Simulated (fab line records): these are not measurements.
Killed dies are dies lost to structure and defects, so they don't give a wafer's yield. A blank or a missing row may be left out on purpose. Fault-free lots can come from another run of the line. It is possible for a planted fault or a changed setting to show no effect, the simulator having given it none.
Check for tools in common || flow gf180mcu || 36 wafers sampled across 12 lots

== REASON FOR OPENING ==
3 of 12 lots carry a flag on the reading PSD_TW at GF_PSD_TW_MEAS_11. No-fault wafers: 3195, standard deviation 21.
Rule: flag the lot when none of its wafers has a number, or when each of its wafers that has one lies beyond 4 standard deviations from that mean. As for the other lots, they are considered sound.

{"lot": "L608", "measured": "day 14 07:29", "on": "film_metro-01", "PSD_TW, wafer by wafer": "3167 3173 3165", "flag": ""}
{"lot": "L613", "measured": "day 15 21:28", "on": "film_metro-04", "PSD_TW, wafer by wafer": "3201 3201 3208", "flag": ""}
{"lot": "L615", "measured": "day 16 16:39", "on": "film_metro-04", "PSD_TW, wafer by wafer": "3193 3212 3213", "flag": ""}
{"lot": "L617", "measured": "day 17 09:55", "on": "film_metro-04", "PSD_TW, wafer by wafer": "3196 3200 3216", "flag": ""}
{"lot": "L618", "measured": "day 17 20:27", "on": "film_metro-03", "PSD_TW, wafer by wafer": "3207 3189 3197", "flag": ""}
{"lot": "L619", "measured": "day 18 00:35", "on": "film_metro-03", "PSD_TW, wafer by wafer": "3617 3633 3600", "flag": "FLAGGED"}
{"lot": "L620", "measured": "day 18 14:30", "on": "film_metro-04", "PSD_TW, wafer by wafer": "3221 3242 3214", "flag": ""}
{"lot": "L621", "measured": "day 18 14:53", "on": "film_metro-04", "PSD_TW, wafer by wafer": "3225 3204 3220", "flag": ""}
{"lot": "L622", "measured": "day 19 20:28", "on": "film_metro-03", "PSD_TW, wafer by wafer": "3164 3164 3167", "flag": ""}
{"lot": "L623", "measured": "day 20 09:30", "on": "film_metro-04", "PSD_TW, wafer by wafer": "3586 3607 3587", "flag": "FLAGGED"}
{"lot": "L627", "measured": "day 20 17:26", "on": "film_metro-04", "PSD_TW, wafer by wafer": "3610 3612 3621", "flag": "FLAGGED"}
{"lot": "L631", "measured": "day 22 18:43", "on": "film_metro-01", "PSD_TW, wafer by wafer": "3180 3180 3172", "flag": ""}
The mean of the flagged lots' numbers is 3608, +413 from the usual (+20 standard deviations).

== LOT BY LOT: THE TOOL USED ==
2 process steps preceding the reading are held in the record, out of 602 steps in the route. In each cell: the tool, then ch and the chambers that the sampled wafers went through, then the start.
{"lot": "L608", "flag": "", "GF_PSD_IMPLANT_09": "implanter-03 ch 0, day 14 07:16", "GF_PSD_STRIP_10": "plasma_asher-01 ch 0,1, day 14 07:24"}
{"lot": "L613", "flag": "", "GF_PSD_IMPLANT_09": "implanter-04 ch 0, day 15 21:07", "GF_PSD_STRIP_10": "plasma_asher-04 ch 1, day 15 21:22"}
{"lot": "L615", "flag": "", "GF_PSD_IMPLANT_09": "implanter-03 ch 0, day 16 16:24", "GF_PSD_STRIP_10": "plasma_asher-04 ch 0,1, day 16 16:33"}
{"lot": "L617", "flag": "", "GF_PSD_IMPLANT_09": "implanter-04 ch 0, day 17 09:40", "GF_PSD_STRIP_10": "plasma_asher-01 ch 0,1, day 17 09:49"}
{"lot": "L618", "flag": "", "GF_PSD_IMPLANT_09": "implanter-03 ch 0, day 17 20:12", "GF_PSD_STRIP_10": "plasma_asher-01 ch 0,1, day 17 20:21"}
{"lot": "L619", "flag": "FLAGGED", "GF_PSD_IMPLANT_09": "implanter-03 ch 0, day 18 00:03", "GF_PSD_STRIP_10": "plasma_asher-01 ch 0,1, day 18 00:30"}
{"lot": "L620", "flag": "", "GF_PSD_IMPLANT_09": "implanter-04 ch 0, day 18 14:15", "GF_PSD_STRIP_10": "plasma_asher-02 ch 0, day 18 14:24"}
{"lot": "L621", "flag": "", "GF_PSD_IMPLANT_09": "implanter-02 ch 0, day 18 14:40", "GF_PSD_STRIP_10": "plasma_asher-01 ch 0,1, day 18 14:48"}
{"lot": "L622", "flag": "", "GF_PSD_IMPLANT_09": "implanter-02 ch 0, day 19 20:13", "GF_PSD_STRIP_10": "plasma_asher-02 ch 0,1, day 19 20:22"}
{"lot": "L623", "flag": "FLAGGED", "GF_PSD_IMPLANT_09": "implanter-03 ch 0, day 20 08:58", "GF_PSD_STRIP_10": "plasma_asher-04 ch 0,1, day 20 09:25"}
{"lot": "L627", "flag": "FLAGGED", "GF_PSD_IMPLANT_09": "implanter-03 ch 0, day 20 16:53", "GF_PSD_STRIP_10": "plasma_asher-02 ch 0,1, day 20 17:19"}
{"lot": "L631", "flag": "", "GF_PSD_IMPLANT_09": "implanter-02 ch 0, day 22 18:28", "GF_PSD_STRIP_10": "plasma_asher-04 ch 0,1, day 22 18:37"}
What these steps do:
- GF_PSD_IMPLANT_09
- GF_PSD_STRIP_10: strips in O2/N2.
- GF_PSD_TW_MEAS_11

== FLAGGED AGAINST TOTAL, ONE TOOL AT A TIME (gauges that did the reading follow at the end) ==
{"step": "GF_PSD_IMPLANT_09", "tool": "implanter-02", "lots run": 3, "flagged": 0, "share of the flagged lots": "none", "sound lots run after its first flagged lot": "-"}
{"step": "GF_PSD_IMPLANT_09", "tool": "implanter-03", "lots run": 6, "flagged": 3, "share of the flagged lots": "all", "sound lots run after its first flagged lot": 0}
{"step": "GF_PSD_IMPLANT_09", "tool": "implanter-04", "lots run": 3, "flagged": 0, "share of the flagged lots": "none", "sound lots run after its first flagged lot": "-"}
{"step": "GF_PSD_STRIP_10", "tool": "plasma_asher-01", "lots run": 5, "flagged": 1, "share of the flagged lots": "some", "sound lots run after its first flagged lot": "1 (L621)"}
{"step": "GF_PSD_STRIP_10", "tool": "plasma_asher-02", "lots run": 3, "flagged": 1, "share of the flagged lots": "some", "sound lots run after its first flagged lot": 0}
{"step": "GF_PSD_STRIP_10", "tool": "plasma_asher-04", "lots run": 4, "flagged": 1, "share of the flagged lots": "some", "sound lots run after its first flagged lot": "1 (L631)"}
{"step": "GF_PSD_TW_MEAS_11", "tool": "film_metro-01", "lots run": 2, "flagged": 0, "share of the flagged lots": "none", "sound lots run after its first flagged lot": "-"}
{"step": "GF_PSD_TW_MEAS_11", "tool": "film_metro-03", "lots run": 3, "flagged": 1, "share of the flagged lots": "some", "sound lots run after its first flagged lot": "1 (L622)"}
{"step": "GF_PSD_TW_MEAS_11", "tool": "film_metro-04", "lots run": 7, "flagged": 2, "share of the flagged lots": "some", "sound lots run after its first flagged lot": 0}

== WHAT IS ALLOWED BY THE TABLE ==
In the table, 1 row covers all flagged lots: implanter-03 at GF_PSD_IMPLANT_09.
- implanter-03 at GF_PSD_IMPLANT_09: 3 of its 6 lots flagged. A fault beginning between L618 (day 17 20:12), its last sound lot, and L619 (day 18 00:03), its first flagged one, fits the data.
One tool is left: implanter-03 at GF_PSD_IMPLANT_09.

== WHAT THE SIMULATOR HAD INSERTED ==
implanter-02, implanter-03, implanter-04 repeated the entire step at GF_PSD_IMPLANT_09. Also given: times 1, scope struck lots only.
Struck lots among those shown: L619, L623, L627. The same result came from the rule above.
